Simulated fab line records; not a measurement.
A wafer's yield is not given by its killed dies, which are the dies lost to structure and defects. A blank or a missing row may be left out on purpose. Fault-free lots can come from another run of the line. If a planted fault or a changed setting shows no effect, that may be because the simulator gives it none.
fab line records ; flow sfqLine
record: lots: 14; wafers: 42; lastDay: 87
route steps=325 shown I2@114 M3@131 I4@172 JJ@191
lots untouched by any fault: they come from a run of this same line in which no faults occurred
startH: start of the lot's first displayed wafer, in hours after the record's first day ; waitH: hours elapsed since this lot's preceding step ; " unchanged from the row above ; L1.1+2: one row covering several wafers at once ; - either no value or no given start ; * or withheld: withheld ; < > ~ a bound
route shown NAME@n: names a module that has steps shown in the file, with the first one's number in the route ; usual: the fault-free wafers' mean and standard deviation ; same: alike in all rows ; chamber/n: place in a boat ; sites: the reading at each site ; _std_site: how widely they spread, as a standard deviation ; _edge_site: outer sites' mean less inner sites' ; radiusMm: for every site, how far away it sits from the centre of the wafer ; mask NAME#n: copy n ; behind: the last tool/chamber to shape the wafer ; hold: reason for holding the lot/hours on hold/outcome of the hold ; device: which transistor (n, p or np) failed to switch ; end of line: the same wafers' tests at the end of the route ; a step with no rows: only its recipe ; killed: the dies lost at the first sort to structure and to defects; this is not the yield of the wafer ; map: per-die view of a wafer (x killed, . not killed, _ where there is no die)
set.NAME: the setting as run; set.NAME@STEP: as run at that earlier step ; model.NAME: the simulator's own value behind a step, which no gauge read
one table for each step of the route and one row for each wafer, over a sample of lots
services: a tool's chamber out of use, with start hour (startH, from the record's first day; less than 0 if before it), hours out, and reason
== steps ==
step: SFQ_TRILAYER_I2_VIA_BARC_OPEN_VIA_ETCH_096
recipe: maskMaterial: PR; chemistry: O2; targetDepthNm: 125; target: BARC; sourceW: 500; biasW: 80; pressureMtorr: 30; timeS: 41.7
usual: drypumpMotorCurrentA: 5.6/0.43; oesProductAu: 0.685/0.0044
lot.wafer;tool;chamber;startH;waitH;drypumpMotorCurrentA;oesProductAu;rfHoursCounterH
L243.1;rieDiel-01;1;552.67;0.0;5.1;0.690;8
L243.3;rieDiel-01;2;552.67;0.0;5.9;0.685;47
L243.6;rieDiel-01;0;552.67;0.0;5.5;0.686;-
L245.1;rieDiel-02;1;599.43;0.0;5.4;0.687;1
L245.2;rieDiel-02;0;599.43;0.0;5.8;0.692;50
L245.5;rieDiel-02;1;599.43;0.0;5.5;0.685;-
L247.3;rieDiel-02;0;604.23;0.0;5.8;0.680;50
L247.4;rieDiel-02;2;604.23;0.0;6.0;0.684;27
L247.6;rieDiel-02;1;604.23;0.0;5.5;0.684;-
L251.1;rieDiel-02;1;744.17;0.0;5.4;0.681;4
L251.3;rieDiel-02;2;744.17;0.0;6.0;0.688;29
L251.6;rieDiel-02;2;744.17;0.0;6.0;0.679;-
L252.3;rieDiel-02;2;746.57;0.0;6.0;0.681;29
L252.4;rieDiel-02;1;746.57;0.0;5.5;0.681;4
L252.6;rieDiel-02;2;746.57;0.0;6.0;0.683;-
L254.2;rieDiel-03;0;750.17;0.0;5.7;0.684;2
L254.3;rieDiel-03;2;750.17;0.0;5.7;0.681;21
L254.6;rieDiel-03;1;750.17;0.0;6.6;0.688;-
L255.1;rieDiel-02;2;753.77;0.0;6.0;0.688;30
L255.3;rieDiel-02;3;753.77;0.0;5.6;0.684;3
L255.4;rieDiel-02;1;753.77;0.0;5.4;0.677;4
L256.1;rieDiel-01;1;757.37;0.0;5.1;0.686;11
L256.3;rieDiel-01;2;757.37;0.0;5.9;0.681;50
L256.5;rieDiel-01;0;757.37;0.0;5.5;0.677;-
L257.1;rieDiel-02;2;759.77;0.0;6.0;0.692;30
L257.3;rieDiel-02;0;759.77;0.0;5.8;0.685;53
L257.5;rieDiel-02;0;759.77;0.0;5.8;0.684;-
L258.1;rieDiel-01;1;760.97;0.0;5.1;0.687;11
L258.2;rieDiel-01;2;760.97;0.0;5.9;0.678;50
L258.3;rieDiel-01;3;760.97;0.0;5.9;0.687;10
L261.3;rieDiel-02;3;766.97;0.0;5.6;0.689;3
L261.4;rieDiel-02;2;766.97;0.0;6.0;0.688;-
L261.6;rieDiel-02;1;766.97;0.0;5.5;0.676;-
L262.1;rieDiel-01;3;768.17;0.0;5.9;0.675;10
L262.4;rieDiel-01;1;768.17;0.0;5.1;0.683;12
L262.5;rieDiel-01;3;768.17;0.0;5.9;0.683;-
L263.1;rieDiel-03;3;772.97;0.0;4.8;0.686;23
L263.3;rieDiel-03;2;772.97;0.0;5.7;0.684;22
L263.6;rieDiel-03;0;772.97;0.0;5.7;0.684;-
L265.1;rieDiel-02;0;780.17;0.0;5.8;0.683;0
L265.2;rieDiel-02;3;780.17;0.0;5.6;0.686;4
L265.3;rieDiel-02;1;780.17;0.0;5.5;0.682;5
step: SFQ_TRILAYER_M3_STRIP_STRIP_079
recipe: gas: O2; powerW: 200; platenTempC: 40; overashFraction: 0.65; chemistry: O2; pressureMtorr: 50
usual: drypumpMotorCurrentA: 5.40/0.28; heBacksideLeakSccm: 3.47/0.19; oesProductAu: 0.995/0.0066
lot.wafer;tool;chamber;startH;waitH;drypumpMotorCurrentA;heBacksideLeakSccm;oesProductAu;rfHoursCounterH
L243.1;rieMetal-02;0;562.46;0.1;5.47;3.42;0.990;61
L243.3;rieMetal-02;1;562.46;0.1;5.68;3.09;0.995;-
L243.6;rieMetal-02;0;562.46;0.1;5.49;3.39;0.997;-
L245.1;rieMetal-02;1;611.74;0.1;5.70;3.11;0.991;105
L245.2;rieMetal-02;0;611.74;0.1;5.50;3.09;0.997;68
L245.5;rieMetal-02;0;611.74;0.1;5.49;3.37;0.982;-
L247.3;rieMetal-04;1;619.02;0.5;5.47;3.54;0.994;-
L247.4;rieMetal-04;1;619.02;0.5;5.46;3.54;0.986;-
L247.6;rieMetal-04;1;619.02;0.5;5.45;3.55;0.990;-
L251.1;rieMetal-02;1;893.87;0.1;5.66;3.43;0.997;147
L251.3;rieMetal-02;1;893.87;0.1;5.66;3.51;0.993;-
L251.6;rieMetal-02;1;893.87;0.1;5.67;3.30;0.989;-
L252.3;rieMetal-02;0;896.47;0.2;5.51;3.49;0.990;-
L252.4;rieMetal-02;1;896.47;0.2;5.70;3.37;0.985;-
L252.6;rieMetal-02;0;896.47;0.2;5.51;3.75;0.987;-
L254.2;rieMetal-01;0;899.87;0.1;5.29;3.24;1.002;30
L254.3;rieMetal-01;1;899.87;0.1;5.39;3.54;0.998;-
L254.6;rieMetal-01;1;899.87;0.1;5.39;3.60;1.004;-
L255.1;rieMetal-04;1;902.27;0.1;5.48;3.78;0.985;143
L255.3;rieMetal-04;0;902.27;0.1;4.90;3.36;0.993;-
L255.4;rieMetal-04;1;902.27;0.1;5.47;3.64;0.984;-
L256.1;rieMetal-04;1;905.87;0.1;5.46;3.62;0.999;143
L256.3;rieMetal-04;1;905.87;0.1;5.45;3.62;0.991;-
L256.5;rieMetal-04;0;905.87;0.1;4.89;3.49;0.993;-
L257.1;rieMetal-04;0;909.47;0.1;4.87;3.40;0.994;46
L257.3;rieMetal-04;0;909.47;0.1;4.88;3.35;0.991;-
L257.5;rieMetal-04;0;909.47;0.1;4.86;3.48;0.995;-
L258.1;rieMetal-04;1;911.87;0.1;5.48;3.66;0.988;144
L258.2;rieMetal-04;0;911.87;0.1;4.89;3.42;1.000;47
L258.3;rieMetal-04;0;911.87;0.1;4.86;3.48;0.986;-
L261.3;rieMetal-02;0;919.27;0.2;5.49;3.40;1.000;-
L261.4;rieMetal-02;1;919.27;0.2;5.69;3.22;0.993;-
L261.6;rieMetal-02;0;919.27;0.2;5.48;3.43;1.004;-
L262.1;rieMetal-04;1;921.47;0.1;5.47;3.68;0.994;146
L262.4;rieMetal-04;0;921.47;0.1;4.85;3.33;0.993;-
L262.5;rieMetal-04;1;921.47;0.1;5.46;3.62;1.003;-
L263.1;rieMetal-02;0;923.87;0.1;5.45;3.57;0.996;116
L263.3;rieMetal-02;1;923.87;0.1;5.70;3.93;0.992;-
L263.6;rieMetal-02;1;923.87;0.1;5.69;3.56;1.001;-
L265.1;rieMetal-04;0;931.07;0.1;4.87;3.39;1.006;50
L265.2;rieMetal-04;1;931.07;0.1;5.46;3.62;0.993;147
L265.3;rieMetal-04;0;931.07;0.1;4.87;3.54;0.991;-
step: SFQ_TRILAYER_I4_VIA_LITHO_DEVELOP_105
recipe: timeS: 60; resist: KrF
usual: chillPlateTempC: 23.00/0.099; exhaustPa: 45.0/0.9; resistLineTempC: 22.97/0.098
lot.wafer;tool;chamber;startH;waitH;chillPlateTempC;exhaustPa;resistLineTempC
L243.1;lithoTrack-04;0;1035.14;0.1;22.95;45.3;22.80
L243.3;lithoTrack-04;0;1035.14;0.1;23.02;46.2;22.99
L243.6;lithoTrack-04;0;1035.14;0.1;22.95;46.1;22.89
L245.1;lithoTrack-03;0;1111.42;0.1;22.95;43.4;23.03
L245.2;lithoTrack-03;0;1111.42;0.1;22.97;44.7;23.12
L245.5;lithoTrack-03;0;1111.42;0.1;22.90;45.5;22.97
L247.3;lithoTrack-03;0;1119.87;0.1;22.95;45.9;22.93
L247.4;lithoTrack-03;0;1119.87;0.1;23.09;44.5;23.05
L247.6;lithoTrack-03;0;1119.87;0.1;22.82;46.1;22.89
L251.1;lithoTrack-04;-;1185.13;0.1;-;-;-
L251.3;lithoTrack-04;-;1185.13;0.1;-;-;-
L251.6;lithoTrack-04;-;1185.13;0.1;-;-;-
L252.3;lithoTrack-02;-;1186.38;0.1;-;-;-
L252.4;lithoTrack-02;-;1186.38;0.1;-;-;-
L252.6;lithoTrack-02;-;1186.38;0.1;-;-;-
L254.2;lithoTrack-02;0;1192.26;0.1;23.04;44.1;22.87
L254.3;lithoTrack-02;0;1192.26;0.1;23.01;46.2;22.85
L254.6;lithoTrack-02;0;1192.26;0.1;23.01;45.3;22.89
L255.1;lithoTrack-03;0;1193.44;0.1;23.08;44.2;22.93
L255.3;lithoTrack-03;0;1193.44;0.1;23.08;42.4;22.88
L255.4;lithoTrack-03;0;1193.44;0.1;23.19;44.4;22.95
L256.1;lithoTrack-04;0;1194.64;0.1;22.83;44.3;23.10
L256.3;lithoTrack-04;0;1194.64;0.1;22.85;44.7;22.91
L256.5;lithoTrack-04;0;1194.64;0.1;22.99;44.4;23.10
L257.1;lithoTrack-02;0;1197.04;0.1;23.11;44.5;22.95
L257.3;lithoTrack-02;0;1197.04;0.1;23.21;45.4;23.02
L257.5;lithoTrack-02;0;1197.04;0.1;23.08;45.2;23.07
L258.1;lithoTrack-03;0;1199.44;0.1;22.94;44.4;23.00
L258.2;lithoTrack-03;0;1199.44;0.1;22.95;45.1;23.22
L258.3;lithoTrack-03;0;1199.44;0.1;22.85;44.5;23.04
L261.3;lithoTrack-02;0;1205.49;0.1;23.07;44.9;22.98
L261.4;lithoTrack-02;0;1205.49;0.1;23.13;44.7;22.93
L261.6;lithoTrack-02;0;1205.49;0.1;23.05;44.2;22.94
L262.1;lithoTrack-02;0;1206.64;0.1;23.08;44.8;23.17
L262.4;lithoTrack-02;0;1206.64;0.1;22.97;43.3;22.96
L262.5;lithoTrack-02;0;1206.64;0.1;23.15;45.0;23.03
L263.1;lithoTrack-03;0;1207.84;0.1;23.02;45.3;23.10
L263.3;lithoTrack-03;0;1207.84;0.1;23.02;44.7;22.97
L263.6;lithoTrack-03;0;1207.84;0.1;23.10;44.7;23.09
L265.1;lithoTrack-02;0;1211.44;0.1;22.82;43.6;22.93
L265.2;lithoTrack-02;0;1211.44;0.1;23.11;43.7;22.96
L265.3;lithoTrack-02;0;1211.44;0.1;22.91;44.1;22.91
step: SFQ_JJ_OVL_MEAS_931
usual: J5_OVL: -1/5.1
lot.wafer;tool;chamber;startH;waitH;J5_OVL[nm]
L243.1;overlay-02;-;1164.37;0.1;-17
L243.3;overlay-02;-;1164.37;0.1;-18
L243.6;overlay-02;-;1164.37;0.1;-11
L245.1;overlay-01;-;1233.31;0.1;0
L245.2;overlay-01;-;1233.31;0.1;1
L245.5;overlay-01;-;1233.31;0.1;-1
L247.3;overlay-02;-;1251.32;0.1;3
L247.4;overlay-02;-;1251.32;0.1;2
L247.6;overlay-02;-;1251.32;0.1;1
L251.1;overlay-02;-;1313.71;0.1;-
L251.3;overlay-02;-;1313.71;0.1;-
L251.6;overlay-02;-;1313.71;0.1;-
L252.3;overlay-01;-;1314.92;0.1;-
L252.4;overlay-01;-;1314.92;0.1;-
L252.6;overlay-01;-;1314.92;0.1;-
L254.2;overlay-01;-;1322.12;0.1;-4
L254.3;overlay-01;-;1322.12;0.1;2
L254.6;overlay-01;-;1322.12;0.1;-4
L255.1;overlay-02;-;1323.31;0.1;-3
L255.3;overlay-02;-;1323.31;0.1;-1
L255.4;overlay-02;-;1323.31;0.1;-5
L256.1;overlay-01;-;1324.51;0.1;-6
L256.3;overlay-01;-;1324.51;0.1;1
L256.5;overlay-01;-;1324.51;0.1;3
L257.1;overlay-02;-;1329.31;0.1;5
L257.3;overlay-02;-;1329.31;0.1;5
L257.5;overlay-02;-;1329.31;0.1;8
L258.1;overlay-02;-;1331.71;0.1;3
L258.2;overlay-02;-;1331.71;0.1;3
L258.3;overlay-02;-;1331.71;0.1;2
L261.3;overlay-02;-;1340.12;0.1;-1
L261.4;overlay-02;-;1340.12;0.1;0
L261.6;overlay-02;-;1340.12;0.1;-10
L262.1;overlay-02;-;1342.64;0.1;-1
L262.4;overlay-02;-;1342.64;0.1;1
L262.5;overlay-02;-;1342.64;0.1;4
L263.1;overlay-02;-;1345.04;0.1;-3
L263.3;overlay-02;-;1345.04;0.1;0
L263.6;overlay-02;-;1345.04;0.1;-6
L265.1;overlay-02;-;1349.84;0.1;3
L265.2;overlay-02;-;1349.84;0.1;2
L265.3;overlay-02;-;1349.84;0.1;1
== services ==
tool;chamber;startH;hours;kind
rieDiel-01;2;554.11;8.6;repair
rieDiel-01;-;584.68;2.8;pm
rieMetal-04;1;646.70;8.3;repair
rieDiel-01;3;662.41;4.6;repair
rieMetal-04;1;663.43;10.3;repair
rieDiel-01;0;784.88;8.9;repair
rieDiel-02;-;803.77;1.0;repair
rieDiel-02;0;837.34;4.5;repair
rieDiel-02;2;838.41;3.3;repair
rieDiel-01;0;847.96;6.4;repair
rieDiel-01;1;849.75;2.4;repair
rieDiel-01;-;871.47;1.0;repair
rieDiel-02;3;915.61;9.3;repair
rieDiel-02;-;952.10;2.8;pm
rieDiel-01;0;960.05;4.9;repair
rieDiel-02;-;981.28;0.5;repair
rieDiel-01;3;982.25;9.6;repair
rieDiel-01;1;1029.20;6.5;repair
rieDiel-02;2;1032.87;55.9;repair
rieDiel-02;0;1042.64;18.0;repair
rieMetal-02;0;1104.73;6.1;repair
rieDiel-02;-;1116.64;2.4;repair
rieDiel-02;1;1164.97;14.7;repair
rieDiel-02;2;1197.01;5.0;repair
== key ==
firstSign: step: SFQ_TRILAYER_I4_VIA_LITHO_DEVELOP_105; reading: toolRecord; direction: missing
effect none on later readings
metAt SFQ_TRILAYER_I4_VIA_LITHO_DEVELOP_105
struckLots L251,L252
notActingAt SFQ_TRILAYER_I2_VIA_BARC_OPEN_VIA_ETCH_096,SFQ_TRILAYER_M3_STRIP_STRIP_079,SFQ_JJ_OVL_MEAS_931
onsetBetween 1035.14 1185.13
fault: kind: skippedStepWhole; tool: lithoTrack-02,lithoTrack-04; chamber: -; onsetH: 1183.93; steps: SFQ_TRILAYER_I4_VIA_LITHO_DEVELOP_105; scope: struckLotsOnly
